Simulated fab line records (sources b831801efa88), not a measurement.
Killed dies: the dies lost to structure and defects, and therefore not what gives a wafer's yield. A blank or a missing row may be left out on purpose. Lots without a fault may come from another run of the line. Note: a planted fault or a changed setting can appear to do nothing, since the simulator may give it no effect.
Chamber matching / flow gf180mcu / cmp-01 running GF_V1_CMP_04: 4 sister chambers
The step polishes SiO2. 14 wafers are shown with their chamber, then 7 later ones without.

== WAFERS, EACH WITH ITS CHAMBER ==
wafer=L232.1; chamber=2; motorCurrentA (A)=13.0; timeToEndpointS (s)=89; edgeZonePressureFrac=1.005
wafer=L232.2; chamber=3; motorCurrentA (A)=11.7; timeToEndpointS (s)=77; edgeZonePressureFrac=1.004
wafer=L232.6; chamber=2; motorCurrentA (A)=13.1; timeToEndpointS (s)=81; edgeZonePressureFrac=1.001
wafer=L239.2; chamber=3; motorCurrentA (A)=11.4; timeToEndpointS (s)=74; edgeZonePressureFrac=1.000
wafer=L239.4; chamber=2; motorCurrentA (A)=13.6; timeToEndpointS (s)=79; edgeZonePressureFrac=1.004
wafer=L239.6; chamber=3; motorCurrentA (A)=11.6; timeToEndpointS (s)=81; edgeZonePressureFrac=1.001
wafer=L243.1; chamber=2; motorCurrentA (A)=13.3; timeToEndpointS (s)=85; edgeZonePressureFrac=1.003
wafer=L243.3; chamber=1; motorCurrentA (A)=12.1; timeToEndpointS (s)=82; edgeZonePressureFrac=1.006
wafer=L243.6; chamber=1; motorCurrentA (A)=11.2; timeToEndpointS (s)=85; edgeZonePressureFrac=1.004
wafer=L244.2; chamber=2; motorCurrentA (A)=13.1; timeToEndpointS (s)=83; edgeZonePressureFrac=0.996
wafer=L244.5; chamber=3; motorCurrentA (A)=11.8; timeToEndpointS (s)=83; edgeZonePressureFrac=1.000
wafer=L244.6; chamber=2; motorCurrentA (A)=13.9; timeToEndpointS (s)=81; edgeZonePressureFrac=1.004
wafer=L245.2; chamber=3; motorCurrentA (A)=11.7; timeToEndpointS (s)=76; edgeZonePressureFrac=1.002
wafer=L245.4; chamber=0; motorCurrentA (A)=10.7; timeToEndpointS (s)=81; edgeZonePressureFrac=1.003

SIGNATURES (means of the wafers above)
reading=motorCurrentA; chamber 0=10.700; chamber 1=11.650; chamber 2=13.333; chamber 3=11.640; scatter within a chamber=0.333
reading=timeToEndpointS; chamber 0=81.00; chamber 1=83.50; chamber 2=83.00; chamber 3=78.20; scatter within a chamber=3.51
reading=edgeZonePressureFrac; chamber 0=1.00300; chamber 1=1.00500; chamber 2=1.00217; chamber 3=1.00140; scatter within a chamber=0.00261
Rule: for each reading, subtract the chamber's mean from the wafer's reading, divide by that reading's scatter and square the result; add these up over the readings and take the root, which gives the wafer's distance from the chamber. The wafer belongs to the nearest chamber; if the next one is less than 2 further off, it can't be placed. The scatter is the square root of a quotient: the sum, over the shown wafers, of each reading's squared deviation from its chamber's mean, divided by wafers minus chambers.

== WAFERS WHOSE CHAMBER IS MISSING ==
wafer=L245.6; motorCurrentA (A)=11.5; timeToEndpointS (s)=82; edgeZonePressureFrac=1.006
wafer=L246.3; motorCurrentA (A)=13.9; timeToEndpointS (s)=68; edgeZonePressureFrac=0.993
wafer=L246.4; motorCurrentA (A)=10.9; timeToEndpointS (s)=70; edgeZonePressureFrac=1.001
wafer=L246.5; motorCurrentA (A)=10.8; timeToEndpointS (s)=75; edgeZonePressureFrac=1.005
wafer=L247.1; motorCurrentA (A)=10.0; timeToEndpointS (s)=76; edgeZonePressureFrac=1.002
wafer=L247.4; motorCurrentA (A)=10.7; timeToEndpointS (s)=78; edgeZonePressureFrac=1.004
wafer=L247.5; motorCurrentA (A)=10.0; timeToEndpointS (s)=79; edgeZonePressureFrac=1.005

== WHICH CHAMBER EACH ONE RAN IN ==
wafer=L245.6; from the rows above=can't be placed: 1 or 3 or 0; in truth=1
wafer=L246.3; from the rows above=2; in truth=2
wafer=L246.4; from the rows above=can't be placed: 3 or 0 or 1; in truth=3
wafer=L246.5; from the rows above=can't be placed: 0 or 3 or 1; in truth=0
wafer=L247.1; from the rows above=0; in truth=0
wafer=L247.4; from the rows above=0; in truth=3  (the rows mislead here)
wafer=L247.5; from the rows above=0; in truth=0
Placed correctly: 3 of 7. Not placeable from these rows: 3 (in 3, the candidates include the true chamber). Number placed wrongly: 1.
